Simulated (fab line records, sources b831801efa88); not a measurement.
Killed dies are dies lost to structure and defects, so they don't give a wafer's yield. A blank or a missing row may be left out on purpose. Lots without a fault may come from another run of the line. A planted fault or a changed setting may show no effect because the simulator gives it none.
A struck lot beside a sound one | flow sky130 | 14 steps out of a route of 708
Sound: wafers L952.1, L952.4, L952.6. Struck: wafer L957.6. (L957.2, L957.4 of the same lot were not struck and are left out.) The cause comes at the end.
At each step with rows: each side's tool, then ch and its chambers, then its first start. Under that, the readings that differ: sound wafers | struck wafers | difference of the means | sigmas: that difference in standard deviations of wafers without a fault.
alike: readings whose means differ by less than 2 such deviations, and words and numbers that are the same on both sides. not compared: withheld readings, readings that some wafer has no value for, bounds like >300 that may hide the same value, and numbers for which the record gives no deviation and whose values overlap.
The two part at a step that has a row with sigmas, a row that says differs or no value, or rows on one side only. Numbers that don't overlap but have no deviation are shown without sigmas and don't part them. A reading that every wafer of one side lacks parts them only if that side has two wafers or more.

first, 5 steps without rows for these wafers: SKY_LI_CONTACT_COAT_07 (resist thk 450 nm); SKY_LI_CONTACT_SOFTBAKE_08 (time 90 s); SKY_LI_CONTACT_EXPOSE_09 (exposes mask LICM1, target cd 170 nm); SKY_LI_CONTACT_PEB_10; SKY_LI_CONTACT_DEVELOP_11 (develop time 60 s).
SKY_LI_CONTACT_CD_MEAS_12: target cd 170 nm.
  sound on cd_sem-02, day 32 16:37; struck on cd_sem-02, day 34 07:25
  reading    | sound             | struck | difference | sigmas
  cd_nm (nm) | 172.8 172.9 172.5 | 168.5  | -4.2       | -3
SKY_LI_CONTACT_OVL_MEAS_13:
  sound on overlay-02, day 32 16:44; struck on overlay-02, day 34 07:31
  alike: LI_CONTACT_OVL
SKY_LI_CONTACT_ETCH_14: etches BARC in N2/H2, stops on SiO2, time 45.9 s, target depth 60 nm.
  sound on rie_diel-03 ch 0,1,3, day 32 16:46; struck on rie_diel-04 ch 1, day 34 07:33
  alike: drypump_motor_current_A, oes_product_au, throttle_valve_pct
  not compared: rf_hours_counter_h
SKY_LI_CONTACT_ETCH_15: etches PSG in C4F8/O2/Ar, stops on Si, target depth 600 nm.
  sound on rie_diel-03 ch 0,1,3, day 32 16:49; struck on rie_diel-04 ch 1, day 34 07:35
  alike: oes_product_au
SKY_LI_CONTACT_STRIP_16: strips in O2/N2.
  sound on plasma_asher-04 ch 0,1, day 32 16:53; struck on plasma_asher-02 ch 1, day 34 07:41
  alike: drypump_motor_current_A, oes_product_au, strip_time_to_endpoint_s
  not compared: rf_hours_counter_h
then, 2 steps without rows for these wafers: SKY_LI_CONTACT_CLEAN_17 (cleans in NMP, time 600 s); SKY_LI_CONTACT_PRE_CLEAN_18 (time 5.6 s).
SKY_LI_CONTACT_SPUTTER_19: material Ti, target thk 20 nm, time 106.37 s.
  sound on pvd_sputter-04, day 32 17:11; struck on pvd_sputter-04, day 34 07:58
  reading                                       | sound             | struck | difference | sigmas
  model.Ti_of_LI_CONTACT_SPUTTER_19.thk_nm (nm) | 20.04 19.64 19.98 | 31.3   | +11.4      |
  alike: throttle_valve_pct
SKY_LI_CONTACT_SPUTTER_20: material TiN, target thk 20 nm, time 80 s.
  sound on pvd_sputter-04, day 32 17:16; struck on pvd_sputter-04, day 34 08:03
  alike: throttle_valve_pct

WHERE THEY PART
Only at SKY_LI_CONTACT_CD_MEAS_12, within this record. Later steps at which nothing parts them and some readings are alike: SKY_LI_CONTACT_OVL_MEAS_13, SKY_LI_CONTACT_ETCH_14, SKY_LI_CONTACT_ETCH_15, SKY_LI_CONTACT_STRIP_16, SKY_LI_CONTACT_SPUTTER_19, SKY_LI_CONTACT_SPUTTER_20.

WHY: what the simulator had put in
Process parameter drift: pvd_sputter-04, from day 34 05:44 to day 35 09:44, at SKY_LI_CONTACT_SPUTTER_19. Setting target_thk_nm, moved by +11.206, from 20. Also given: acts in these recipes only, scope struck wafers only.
